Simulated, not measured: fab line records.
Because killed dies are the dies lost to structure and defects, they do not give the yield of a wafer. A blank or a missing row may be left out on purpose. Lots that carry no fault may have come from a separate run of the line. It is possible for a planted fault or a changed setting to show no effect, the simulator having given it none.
Which tool did it? || flow sky130 || 11 lots, 33 wafers sampled, at 3 steps of a route of 708

## WHAT EACH GAUGE READ, for each wafer
SKY_PASSIVATION_THK_MEAS_01. Usual: PASSIVATION_CVD_00_THK gives 89.9 nm (standard deviation 1.3).
{"lot": "L623", "measured": "day 43 20:01", "on": "film metro-04", "PASSIVATION_CVD_00_THK (nm)": "89.0 89.4 88.9", "flag": ""}
{"lot": "L625", "measured": "day 44 04:50", "on": "film metro-03", "PASSIVATION_CVD_00_THK (nm)": "90.5 91.8 91.1", "flag": ""}
{"lot": "L626", "measured": "day 44 09:58", "on": "film metro-01", "PASSIVATION_CVD_00_THK (nm)": "92.4 92.0 91.9", "flag": ""}
{"lot": "L627", "measured": "day 44 23:29", "on": "film metro-04", "PASSIVATION_CVD_00_THK (nm)": "88.5 88.7 90.1", "flag": ""}
{"lot": "L631", "measured": "day 46 02:00", "on": "film metro-01", "PASSIVATION_CVD_00_THK (nm)": "88.2 88.7 90.0", "flag": ""}
{"lot": "L632", "measured": "day 46 04:57", "on": "film metro-04", "PASSIVATION_CVD_00_THK (nm)": "88.3 90.4 89.7", "flag": ""}
{"lot": "L633", "measured": "day 46 10:50", "on": "film metro-01", "PASSIVATION_CVD_00_THK (nm)": "91.1 91.3 90.0", "flag": ""}
{"lot": "L638", "measured": "day 47 13:49", "on": "film metro-03", "PASSIVATION_CVD_00_THK (nm)": "88.1 90.4 89.3", "flag": ""}
{"lot": "L640", "measured": "day 48 06:39", "on": "film metro-01", "PASSIVATION_CVD_00_THK (nm)": "89.5 91.1 90.3", "flag": ""}
{"lot": "L643", "measured": "day 48 21:46", "on": "film metro-04", "PASSIVATION_CVD_00_THK (nm)": "89.0 89.1 90.2", "flag": ""}
{"lot": "L645", "measured": "day 49 06:07", "on": "film metro-03", "PASSIVATION_CVD_00_THK (nm)": "90.9 89.2 90.0", "flag": ""}

## WHAT TOOL EACH LOT RAN ON (gives the tool, then ch and the chambers of the sampled wafers, and finally the start)
{"lot": "L623", "SKY_VIA4_STRIP_13": "plasma asher-03 ch 0,1, day 42 19:16", "SKY_METAL5_DESCUM_14": "rie metal-03 ch 0,1, day 43 19:07"}
{"lot": "L625", "SKY_VIA4_STRIP_13": "plasma asher-04 ch 0,1, day 43 03:23", "SKY_METAL5_DESCUM_14": "rie metal-03 ch 0,1, day 44 03:54"}
{"lot": "L626", "SKY_VIA4_STRIP_13": "plasma asher-03 ch 0,1, day 43 09:05", "SKY_METAL5_DESCUM_14": "rie metal-03 ch 0,1, day 44 09:04"}
{"lot": "L627", "SKY_VIA4_STRIP_13": "plasma asher-03 ch 0,1, day 43 22:38", "SKY_METAL5_DESCUM_14": "rie metal-03 ch 0, day 44 22:35"}
{"lot": "L631", "SKY_VIA4_STRIP_13": "plasma asher-04 ch 0,1, day 45 02:15", "SKY_METAL5_DESCUM_14": "rie metal-04 ch 0,1, day 46 01:02"}
{"lot": "L632", "SKY_VIA4_STRIP_13": "plasma asher-04 ch 0,1, day 45 05:42", "SKY_METAL5_DESCUM_14": "rie metal-01 ch 0,1, day 46 04:04"}
{"lot": "L633", "SKY_VIA4_STRIP_13": "plasma asher-01 ch 0,1, day 45 11:35", "SKY_METAL5_DESCUM_14": "rie metal-03 ch 0,1, day 46 09:56"}
{"lot": "L638", "SKY_VIA4_STRIP_13": "plasma asher-04 ch 0,1, day 46 15:29", "SKY_METAL5_DESCUM_14": "rie metal-01 ch 0,1, day 47 12:55"}
{"lot": "L640", "SKY_VIA4_STRIP_13": "plasma asher-03 ch 0,1, day 47 08:53", "SKY_METAL5_DESCUM_14": "rie metal-03 ch 0,1, day 48 05:46"}
{"lot": "L643", "SKY_VIA4_STRIP_13": "plasma asher-04 ch 0,1, day 48 01:05", "SKY_METAL5_DESCUM_14": "rie metal-04 ch 0,1, day 48 20:49"}
{"lot": "L645", "SKY_VIA4_STRIP_13": "plasma asher-04 ch 0,1, day 48 09:47", "SKY_METAL5_DESCUM_14": "rie metal-01 ch 0,1, day 49 05:14"}
- SKY_VIA4_STRIP_13: strips in O2/N2.
- SKY_METAL5_DESCUM_14: chemistry O2, time 11 s.

## AS READ BY THE TOOLS THEMSELVES (means over the sampled wafers that have a number; for cases with no such wafer, the mark the record gives instead)
SKY_VIA4_STRIP_13. Usual: drypump motor current A 5.8 A, standard deviation 0.35; oes product au 0.709 a.u., standard deviation 0.004; strip time to endpoint s 12.81 s, standard deviation 0.031.
{"lot": "L623", "tool": "plasma asher-03", "drypump motor current A (A)": 5.5, "oes product au (a.u.)": 0.711, "strip time to endpoint s (s)": 12.85, "flag": ""}
{"lot": "L625", "tool": "plasma asher-04", "drypump motor current A (A)": 6.0, "oes product au (a.u.)": 0.709, "strip time to endpoint s (s)": 12.84, "flag": ""}
{"lot": "L626", "tool": "plasma asher-03", "drypump motor current A (A)": 5.7, "oes product au (a.u.)": 0.709, "strip time to endpoint s (s)": 12.88, "flag": ""}
{"lot": "L627", "tool": "plasma asher-03", "drypump motor current A (A)": 5.7, "oes product au (a.u.)": 0.712, "strip time to endpoint s (s)": 12.81, "flag": ""}
{"lot": "L631", "tool": "plasma asher-04", "drypump motor current A (A)": 5.8, "oes product au (a.u.)": 0.708, "strip time to endpoint s (s)": 12.81, "flag": ""}
{"lot": "L632", "tool": "plasma asher-04", "drypump motor current A (A)": 6.0, "oes product au (a.u.)": 0.708, "strip time to endpoint s (s)": 12.83, "flag": ""}
{"lot": "L633", "tool": "plasma asher-01", "drypump motor current A (A)": 5.7, "oes product au (a.u.)": 0.714, "strip time to endpoint s (s)": 12.78, "flag": ""}
{"lot": "L638", "tool": "plasma asher-04", "drypump motor current A (A)": 5.8, "oes product au (a.u.)": 0.705, "strip time to endpoint s (s)": 12.83, "flag": ""}
{"lot": "L640", "tool": "plasma asher-03", "drypump motor current A (A)": 5.7, "oes product au (a.u.)": 0.704, "strip time to endpoint s (s)": 12.80, "flag": ""}
{"lot": "L643", "tool": "plasma asher-04", "drypump motor current A (A)": 5.8, "oes product au (a.u.)": 0.713, "strip time to endpoint s (s)": 12.80, "flag": ""}
{"lot": "L645", "tool": "plasma asher-04", "drypump motor current A (A)": 5.9, "oes product au (a.u.)": 0.712, "strip time to endpoint s (s)": 12.82, "flag": ""}

SKY_METAL5_DESCUM_14. Usual: drypump motor current A 5.9 A, standard deviation 0.39; he backside leak sccm 3.4 sccm, standard deviation 0.31; oes product au 1.001 a.u., standard deviation 0.0076.
{"lot": "L623", "tool": "rie metal-03", "drypump motor current A (A)": 6.0, "he backside leak sccm (sccm)": 3.5, "oes product au (a.u.)": 1.002, "flag": ""}
{"lot": "L625", "tool": "rie metal-03", "drypump motor current A (A)": 6.2, "he backside leak sccm (sccm)": 3.4, "oes product au (a.u.)": 0.995, "flag": ""}
{"lot": "L626", "tool": "rie metal-03", "drypump motor current A (A)": 6.0, "he backside leak sccm (sccm)": 3.4, "oes product au (a.u.)": 0.998, "flag": ""}
{"lot": "L627", "tool": "rie metal-03", "drypump motor current A (A)": 6.4, "he backside leak sccm (sccm)": 3.2, "oes product au (a.u.)": 0.990, "flag": ""}
{"lot": "L631", "tool": "rie metal-04", "drypump motor current A (A)": 5.8, "he backside leak sccm (sccm)": 3.5, "oes product au (a.u.)": 1.003, "flag": ""}
{"lot": "L632", "tool": "rie metal-01", "drypump motor current A (A)": 5.6, "he backside leak sccm (sccm)": 3.2, "oes product au (a.u.)": 1.003, "flag": ""}
{"lot": "L633", "tool": "rie metal-03", "drypump motor current A (A)": 6.2, "he backside leak sccm (sccm)": 3.3, "oes product au (a.u.)": 0.989, "flag": ""}
{"lot": "L638", "tool": "rie metal-01", "drypump motor current A (A)": 5.6, "he backside leak sccm (sccm)": 3.2, "oes product au (a.u.)": 1.001, "flag": ""}
{"lot": "L640", "tool": "rie metal-03", "drypump motor current A (A)": 6.0, "he backside leak sccm (sccm)": 3.5, "oes product au (a.u.)": 1.002, "flag": ""}
{"lot": "L643", "tool": "rie metal-04", "drypump motor current A (A)": 6.1, "he backside leak sccm (sccm)": 3.6, "oes product au (a.u.)": 1.000, "flag": ""}
{"lot": "L645", "tool": "rie metal-01", "drypump motor current A (A)": 5.6, "he backside leak sccm (sccm)": 3.3, "oes product au (a.u.)": 1.008, "flag": ""}

## THE ANSWER, worked out from the rows above alone
Rule: take the mean of a lot's wafers that have a number; if it is more than 3 standard deviations from the usual mean, the lot is off. Also off: a lot with no number at a reading for which 4 or more lots have one. Any other lot the step has rows for is counted as sound. The gauges are gone through in route order, then the tools' own readings, and for those a lot's mean is taken as printed above. The first step at which some lot is off is used, and at that step the reading that is off furthest; a lot without a number counts as furthest.
Across all readings shown, no lot is off: no conclusion can be drawn from this.

## WHAT WAS PUT IN BY THE SIMULATOR
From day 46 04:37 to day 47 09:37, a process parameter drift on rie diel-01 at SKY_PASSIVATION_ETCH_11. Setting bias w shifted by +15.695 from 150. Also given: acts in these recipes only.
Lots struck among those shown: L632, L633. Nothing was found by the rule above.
